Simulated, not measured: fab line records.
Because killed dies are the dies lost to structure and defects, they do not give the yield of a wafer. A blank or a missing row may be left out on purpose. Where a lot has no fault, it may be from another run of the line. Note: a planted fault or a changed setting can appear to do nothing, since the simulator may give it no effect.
fab line records | flow sky130
record lots=6 wafers=18 lastDay=50
route steps=708 shown DNWELL@35 PWDE@45 NWELL@56
lots that met no fault: from a run of the same line without faults
startH: start of the lot's first displayed wafer, in hours after the record's first day | waitH: how many hours have passed since the lot's step before this one | " same as the row above | L1.1+2: one row covering several wafers at once | - value missing, or start not given | * or withheld: withheld | < > ~ a bound
route shown NAME@n: a module of which the file shows steps, and the number in the route of the first | usual: the fault-free wafers' mean and standard deviation | same: alike in all rows | chamber/n: place in a boat | sites: per-site readings | _std_site: standard deviation across them | _edge_site: inner sites' mean taken away from outer sites' mean | radiusMm: how far each site lies from the wafer's centre | mask NAME#n: copy n | behind: tool/chamber where the wafer was last shaped | hold: the reason the lot was held/the length of the hold in hours/how it ended | device: the transistor (n, p or np) that didn't switch | end of line: the same wafers' tests at the end of the route | a step without rows: its recipe alone | killed: not the wafer's yield, but the dies lost to structure and defects at the first sort | map: a wafer's dies, x killed, . not, _ none there
set.NAME: the setting as run; set.NAME@STEP: as run at that earlier step | model.NAME: the simulator's own value behind a step, which no gauge read
lots at selected steps of the route; one table per step, one row per wafer
services: a tool's chamber out of use, with start hour (startH, from the record's first day; less than 0 if before it), hours out, and reason
## steps
# step SKY_DNWELL_DEHYDRATE_00
# recipe tempC=200 timeS=60
# step SKY_DNWELL_HMDS_01
# recipe primeTimeS=60 primeTempC=120
# step SKY_DNWELL_COAT_02
# recipe spinRpm=2000 resistThkNm=3000
# step SKY_DNWELL_SOFTBAKE_03
# recipe tempC=110 timeS=withheld
# step SKY_DNWELL_EXPOSE_04
# recipe maskId=DNM na=0.57 targetCdNm=3000 doseMj=222
# step SKY_DNWELL_PEB_05
# recipe tempC=115 timeS=withheld
# step SKY_DNWELL_DEVELOP_06
# recipe wallAngleDeg=90 developer=TMAH developTimeS=60 devTempC=23
# step SKY_DNWELL_IMPLANT_07
# recipe species=P energyKev=withheld doseCm2=withheld tiltDeg=withheld
# step SKY_DNWELL_STRIP_08
# recipe chemistry=O2/N2 powerW=1400 pressureMtorr=1500 platenTempC=withheld o2FlowSccm=3000 n2FlowSccm=300 overashFraction=0.5
# usual chamberPressureMTorr=1499.9/1.5 drypumpMotorCurrentA=5.7/0.44 n2FlowSccm=300.0/0.94 oesProductAu=0.722/0.0042 stripTimeToEndpointS=36.96/0.11
# columns lot.wafer tool chamber startH waitH chamberPressureMTorr drypumpMotorCurrentA n2FlowSccm oesProductAu rfHoursCounterH stripTimeToEndpointS
L767.3 plasmaAsher-03 0 88.27 0.1 1500.7 5.6 299.6 0.720 - 37.08
L767.4 " 1 " " 1496.5 6.1 301.1 0.715 - 37.07
L767.5 " 0 " " 1497.3 5.7 298.5 0.715 - 37.00
L770.1 plasmaAsher-04 1 109.62 0.1 1499.7 5.9 300.0 0.721 42 37.02
L770.2 " 0 " " 1499.4 6.0 299.6 0.717 42 37.06
L770.5 " 0 " " 1500.7 6.0 299.2 0.719 - 37.10
L775.1 plasmaAsher-02 0 132.32 0.1 1499.0 4.8 299.7 0.719 1 37.07
L775.2 " 1 " " 1500.6 5.8 299.2 0.721 1 37.12
L775.5 " 0 " " 1500.5 4.8 300.1 0.717 - 37.12
L776.1 plasmaAsher-04 1 138.84 0.1 1499.9 5.9 298.7 0.718 45 36.99
L776.5 " 1 " " 1498.2 5.9 301.2 0.725 - 36.95
L776.6 " 0 " " 1499.9 6.0 299.1 0.718 - 37.06
L780.1 plasmaAsher-04 0 159.62 0.1 1500.0 6.0 300.6 0.727 47 37.05
L780.4 " 0 " " 1499.4 6.0 301.3 0.728 - 37.04
L780.6 " 0 " " 1500.1 6.0 300.8 0.726 - 36.95
L783.2 plasmaAsher-03 0 176.42 0.1 1496.8 5.6 299.8 0.722 52 36.99
L783.3 " 1 " " 1500.2 6.1 298.7 0.719 - 37.07
L783.6 " 0 " " 1500.8 5.6 300.5 0.722 - 37.01
# step SKY_DNWELL_TW_MEAS_09
# usual DNWELL_TW=1113/13
# columns lot.wafer tool chamber startH waitH DNWELL_TW
L767.3 filmMetro-01 - 88.36 0.1 1096
L767.4 " - " " 1094
L767.5 " - " " 1100
L770.1 filmMetro-01 - 109.72 0.1 1109
L770.2 " - " " 1106
L770.5 " - " " 1103
L775.1 filmMetro-04 - 132.42 0.1 1127
L775.2 " - " " 1121
L775.5 " - " " 1125
L776.1 filmMetro-04 - 138.94 0.1 1109
L776.5 " - " " 1114
L776.6 " - " " 1117
L780.1 filmMetro-01 - 159.72 0.1 1104
L780.4 " - " " 1106
L780.6 " - " " 1105
L783.2 filmMetro-01 - 176.58 0.1 1113
L783.3 " - " " 1111
L783.6 " - " " 1112
# step SKY_PWDE_DEHYDRATE_00
# recipe tempC=200 timeS=60
# step SKY_PWDE_HMDS_01
# recipe primeTimeS=60 primeTempC=120
# step SKY_PWDE_COAT_02
# recipe spinRpm=2000 resistThkNm=3000
# usual chillPlateTempC=23.02/0.1 dispensePressureKPa=50.8/0.92
# columns lot.wafer tool chamber startH waitH chillPlateTempC dispensePressureKPa
L767.3 lithoTrack-04 0 96.26 0.1 23.12 51.7
L767.4 " 0 " " 22.91 51.7
L767.5 " 0 " " 22.95 51.7
L770.1 lithoTrack-01 0 118.02 0.1 22.79 50.3
L770.2 " 0 " " 23.00 50.3
L770.5 " 0 " " 23.07 50.3
L775.1 lithoTrack-01 - 141.07 0.1 - -
L775.2 " - " " - -
L775.5 " - " " - -
L776.1 lithoTrack-03 - 149.06 0.1 - -
L776.5 " - " " - -
L776.6 " - " " - -
L780.1 lithoTrack-04 0 171.11 0.1 22.79 51.7
L780.4 " 0 " " 22.89 51.7
L780.6 " 0 " " 23.08 51.7
L783.2 lithoTrack-04 0 186.39 0.1 23.07 51.7
L783.3 " 0 " " 23.03 51.7
L783.6 " 0 " " 23.07 51.7
# step SKY_PWDE_SOFTBAKE_03
# recipe tempC=110 timeS=withheld
# step SKY_PWDE_EXPOSE_04
# recipe maskId=PWDEM na=0.6 sourceShape=conventional sigmaOuter=0.6 polarization=unpolarized targetCdNm=840 doseMj=214
# step SKY_PWDE_PEB_05
# recipe tempC=115 timeS=withheld
# step SKY_PWDE_DEVELOP_06
# recipe wallAngleDeg=90 developer=TMAH developTimeS=60 devTempC=23
# step SKY_PWDE_OVL_MEAS_07
# usual PWDE_OVL=-0.9/1.4
# columns lot.wafer tool chamber startH waitH PWDE_OVL[nm]
L767.3 overlay-01 - 105.82 - -1.1
L767.4 " - " " 0.5
L767.5 " - " " 0.4
L770.1 overlay-02 - 127.77 - -3.7
L770.2 " - " " -3.1
L770.5 " - " " -2.9
L775.1 overlay-01 - 151.75 - -
L775.2 " - " " -
L775.5 " - " " -
L776.1 overlay-01 - 158.41 - -
L776.5 " - " " -
L776.6 " - " " -
L780.1 overlay-01 - 180.51 - -0.6
L780.4 " - " " 0.4
L780.6 " - " " 1.9
L783.2 overlay-01 - 197.07 - 0.0
L783.3 " - " " -1.2
L783.6 " - " " -1.8
# step SKY_PWDE_IMPLANT_08
# recipe species=B energyKev=150 doseCm2=3.6e+12 tiltDeg=withheld
# step SKY_PWDE_STRIP_09
# recipe chemistry=O2/N2 powerW=1400 pressureMtorr=1500 platenTempC=withheld o2FlowSccm=3000 n2FlowSccm=300 overashFraction=0.5
# usual chamberPressureMTorr=1500.1/1.4 drypumpMotorCurrentA=5.8/0.37 n2FlowSccm=300.0/0.89 oesProductAu=0.722/0.0047 stripTimeToEndpointS=36.95/0.083
# columns lot.wafer tool chamber startH waitH chamberPressureMTorr drypumpMotorCurrentA n2FlowSccm oesProductAu rfHoursCounterH stripTimeToEndpointS
L767.3 plasmaAsher-01 0 106.03 0.1 1500.0 6.3 300.8 0.715 - 37.02
L767.4 " 1 " " 1500.2 5.6 298.9 0.722 - 36.95
L767.5 " 0 " " 1501.4 6.3 301.5 0.720 - 36.86
L770.1 plasmaAsher-01 0 127.96 0.1 1498.9 6.3 299.5 0.723 32 37.08
L770.2 " 1 " " 1500.8 5.7 298.7 0.725 32 37.06
L770.5 " 0 " " 1501.7 6.3 300.1 0.733 - 37.04
L775.1 plasmaAsher-03 0 151.93 0.1 1501.3 5.7 298.2 - 50 -
L775.2 " 1 " " 1501.9 6.1 301.0 - 50 -
L775.5 " 1 " " 1497.6 6.1 300.1 - - -
L776.1 plasmaAsher-03 0 158.60 0.1 1500.7 5.7 299.7 - 51 -
L776.5 " 0 " " 1502.3 5.7 300.2 - - -
L776.6 " 1 " " 1498.2 6.1 298.9 - - -
L780.1 plasmaAsher-01 0 180.70 0.1 1500.6 6.3 299.4 0.720 38 37.04
L780.4 " 0 " " 1500.5 6.3 300.2 0.718 - 36.95
L780.6 " 0 " " 1502.8 6.3 300.6 0.720 - 37.02
L783.2 plasmaAsher-02 1 197.25 0.1 1500.0 5.8 299.3 0.717 7 37.03
L783.3 " 1 " " 1499.6 5.8 299.0 0.719 - 37.06
L783.6 " 1 " " 1502.0 5.8 298.5 0.723 - 37.06
# step SKY_PWDE_TW_MEAS_10
# usual PWDE_TW=375/3.7
# columns lot.wafer tool chamber startH waitH PWDE_TW
L767.3 filmMetro-04 - 106.12 0.1 376
L767.4 " - " " 376
L767.5 " - " " 376
L770.1 filmMetro-04 - 128.06 0.1 372
L770.2 " - " " 375
L770.5 " - " " 374
L775.1 filmMetro-01 - 152.03 0.1 372
L775.2 " - " " 371
L775.5 " - " " 372
L776.1 filmMetro-02 - 158.70 0.1 378
L776.5 " - " " 379
L776.6 " - " " 377
L780.1 filmMetro-04 - 180.80 0.1 377
L780.4 " - " " 378
L780.6 " - " " 377
L783.2 filmMetro-02 - 197.36 0.1 378
L783.3 " - " " 379
L783.6 " - " " 376
# step SKY_NWELL_DEHYDRATE_03
# recipe tempC=200 timeS=60
# step SKY_NWELL_HMDS_04
# recipe primeTimeS=60 primeTempC=120
# step SKY_NWELL_COAT_05
# recipe spinRpm=2000 resistThkNm=3000
# step SKY_NWELL_SOFTBAKE_06
# recipe tempC=110 timeS=withheld
# step SKY_NWELL_EXPOSE_07
# recipe maskId=NWM na=0.6 sourceShape=conventional sigmaOuter=0.6 polarization=unpolarized targetCdNm=840 doseMj=255
# step SKY_NWELL_PEB_08
# recipe tempC=115 timeS=withheld
# step SKY_NWELL_DEVELOP_09
# recipe wallAngleDeg=90 developer=TMAH developTimeS=60 devTempC=23
# step SKY_NWELL_OVL_MEAS_10
# usual NWELL_00_OVL=-0.5/1.3
# columns lot.wafer tool chamber startH waitH NWELL_00_OVL[nm]
L767.3 overlay-02 - 124.43 - -2.6
L767.4 " - " " -1.3
L767.5 " - " " -2.7
L770.1 overlay-01 - 146.44 - 0.0
L770.2 " - " " 0.7
L770.5 " - " " 0.5
L775.1 overlay-01 - 171.99 - -1.4
L775.2 " - " " -0.2
L775.5 " - " " -2.1
L776.1 overlay-01 - 179.24 - 0.0
L776.5 " - " " -1.0
L776.6 " - " " -0.6
L780.1 overlay-02 - 201.29 - -0.8
L780.4 " - " " 1.0
L780.6 " - " " 1.3
L783.2 overlay-02 - 218.97 - -2.2
L783.3 " - " " -3.1
L783.6 " - " " -2.7
# step SKY_NWELL_IMPLANT_11
# recipe species=P energyKev=400 doseCm2=1.9e+13 tiltDeg=withheld
# step SKY_NWELL_IMPLANT_12
# recipe species=P energyKev=120 doseCm2=1.3e+12 tiltDeg=withheld
# step SKY_NWELL_IMPLANT_13
# recipe species=P energyKev=50 doseCm2=7e+11 tiltDeg=withheld
# step SKY_NWELL_STRIP_14
# recipe chemistry=O2/N2 powerW=1400 pressureMtorr=1500 platenTempC=withheld o2FlowSccm=3000 n2FlowSccm=300 overashFraction=0.5
# usual chamberPressureMTorr=1500.1/1.3 drypumpMotorCurrentA=5.94/0.26 n2FlowSccm=299.9/0.86 oesProductAu=0.723/0.0043 stripTimeToEndpointS=36.96/0.098
# columns lot.wafer tool chamber startH waitH chamberPressureMTorr drypumpMotorCurrentA n2FlowSccm oesProductAu rfHoursCounterH stripTimeToEndpointS
L767.3 plasmaAsher-04 0 124.94 0.1 1501.1 6.03 299.2 0.728 - 36.94
L767.4 " 1 " " 1501.4 5.89 302.0 0.718 - 36.95
L767.5 " 1 " " 1497.8 5.91 300.2 0.717 - 36.86
L770.1 plasmaAsher-01 1 146.93 0.1 1499.7 5.63 299.7 0.724 34 36.98
L770.2 " 0 " " 1500.1 6.29 299.3 0.725 34 37.01
L770.5 " 1 " " 1500.1 5.65 299.2 0.716 - 36.97
L775.1 plasmaAsher-03 1 172.48 0.1 1499.2 6.15 297.0 0.722 52 37.06
L775.2 " 0 " " 1498.6 5.66 299.7 0.714 52 37.03
L775.5 " 0 " " 1497.9 5.65 299.3 0.724 - 37.13
L776.1 plasmaAsher-01 1 179.73 0.1 1500.1 5.62 301.2 0.722 38 36.93
L776.5 " 1 " " 1502.7 5.59 299.5 0.720 - 36.96
L776.6 " 0 " " 1500.0 6.28 299.7 0.724 - 36.83
L780.1 plasmaAsher-04 1 201.78 0.1 1500.1 5.93 299.7 0.722 51 36.91
L780.4 " 1 " " 1501.6 5.88 299.4 0.726 - 36.98
L780.6 " 0 " " 1500.7 6.03 299.2 0.722 - 36.95
L783.2 plasmaAsher-03 1 219.45 0.1 1498.4 6.14 298.6 0.724 56 37.30
L783.3 " 1 " " 1497.0 6.18 299.7 0.719 - 37.18
L783.6 " 0 " " 1499.4 5.68 299.6 0.719 - 37.23
# step SKY_NWELL_TW_MEAS_15
# usual NWELL_TW=1820/20
# columns lot.wafer tool chamber startH waitH NWELL_TW
L767.3 filmMetro-04 - 125.03 0.1 1822
L767.4 " - " " 1805
L767.5 " - " " 1817
L770.1 filmMetro-02 - 147.03 0.1 1850
L770.2 " - " " 1847
L770.5 " - " " 1848
L775.1 filmMetro-04 - 172.58 0.1 1830
L775.2 " - " " 1839
L775.5 " - " " 1836
L776.1 filmMetro-01 - 179.83 0.1 1819
L776.5 " - " " 1813
L776.6 " - " " 1814
L780.1 filmMetro-01 - 201.88 0.1 1794
L780.4 " - " " 1794
L780.6 " - " " 1798
L783.2 filmMetro-01 - 219.56 0.1 1802
L783.3 " - " " 1801
L783.6 " - " " 1799
# step SKY_NWELL_DEHYDRATE_16
# recipe tempC=200 timeS=60
# step SKY_NWELL_HMDS_17
# recipe primeTimeS=60 primeTempC=120
# step SKY_NWELL_COAT_18
# recipe spinRpm=2000 resistThkNm=3000
# step SKY_NWELL_SOFTBAKE_19
# recipe tempC=110 timeS=withheld
# step SKY_NWELL_EXPOSE_20
# recipe maskId=NWM_COMPLEMENT na=0.6 sourceShape=conventional sigmaOuter=0.6 polarization=unpolarized targetCdNm=840 doseMj=260
# step SKY_NWELL_PEB_21
# recipe tempC=115 timeS=withheld
# step SKY_NWELL_DEVELOP_22
# recipe wallAngleDeg=90 developer=TMAH developTimeS=60 devTempC=23
# step SKY_NWELL_OVL_MEAS_23
# usual NWELL_01_OVL=-0.1/1.4
# columns lot.wafer tool chamber startH waitH NWELL_01_OVL[nm]
L767.3 overlay-01 - 143.67 - -0.1
L767.4 " - " " 0.5
L767.5 " - " " 0.1
L770.1 overlay-02 - 167.04 - -2.7
L770.2 " - " " -2.9
L770.5 " - " " -2.2
L775.1 overlay-01 - 192.69 - 0.8
L775.2 " - " " -2.3
L775.5 " - " " -0.2
L776.1 overlay-01 - 200.06 - 0.6
L776.5 " - " " -0.6
L776.6 " - " " 0.1
L780.1 overlay-02 - 224.17 - 0.8
L780.4 " - " " 0.2
L780.6 " - " " 0.7
L783.2 overlay-01 - 241.80 - 2.2
L783.3 " - " " 0.0
L783.6 " - " " 1.7
# step SKY_NWELL_TW_MEAS_26
# usual NWELL_2_TW=497/5.1
# columns lot.wafer tool chamber startH waitH NWELL_2_TW
L767.3 filmMetro-02 - 143.97 0.1 502
L767.4 " - " " 506
L767.5 " - " " 503
L770.1 filmMetro-02 - 167.33 0.1 501
L770.2 " - " " 503
L770.5 " - " " 503
L775.1 filmMetro-01 - 192.98 0.1 544
L775.2 " - " " 544
L775.5 " - " " 543
L776.1 filmMetro-02 - 200.35 0.1 555
L776.5 " - " " 555
L776.6 " - " " 559
L780.1 filmMetro-02 - 224.46 0.1 506
L780.4 " - " " 507
L780.6 " - " " 503
L783.2 filmMetro-01 - 242.09 0.1 491
L783.3 " - " " 489
L783.6 " - " " 488
## services
# columns tool chamber startH hours kind
plasmaAsher-03 - 64.59 2.8 pm
plasmaAsher-02 - 68.85 7.8 repair
plasmaAsher-02 - 84.48 15.6 pm
plasmaAsher-02 - 104.50 8.7 repair
plasmaAsher-03 - 105.57 2.0 repair
plasmaAsher-02 - 113.24 9.0 pm
plasmaAsher-02 0 113.24 9.0 ventCycle
plasmaAsher-02 1 113.24 9.0 ventCycle
plasmaAsher-02 0 122.24 - clean
plasmaAsher-02 1 122.24 - clean
lithoTrack-04 - 154.43 - consumableReplace:filter
plasmaAsher-04 - 162.89 1.0 repair
## key
firstSign step=SKY_PWDE_COAT_02 reading=toolRecord direction=missing
effect step=SKY_PWDE_OVL_MEAS_07 reading=PWDE_OVL direction=missing
effect step=SKY_NWELL_TW_MEAS_26 reading=NWELL_2_TW direction=up sigmas=10 usual=497 struck=550
metAt SKY_PWDE_COAT_02
struckWafers L775.1,L775.2,L775.5,L776.1,L776.5,L776.6
rowsEnd L776.5
sortLeftOut L775.1,L775.2,L775.5,L776.1,L776.6
testerLeftOut L775,L776
onsetBetween 118.02 141.07
fault kind=skippedStepWhole tool=lithoTrack-01,lithoTrack-03 chamber=- onsetH=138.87 steps=SKY_PWDE_COAT_02 scope=struckLotsOnly
# testerLeftOut: of these lots the tester's yield and bins aren't shown, on N5 and GAA mostly nor the transistor test; their killed dies are dies lost to structure and defects alone, not to doping, threshold or leakage, so they don't give the yield
# sortLeftOut: the simulated sort isn't trusted on such a fault, so these wafers' sort isn't shown, and their yield isn't known
# rowsEnd: these wafers met a further fault down the route, and their rows from its step on are left out
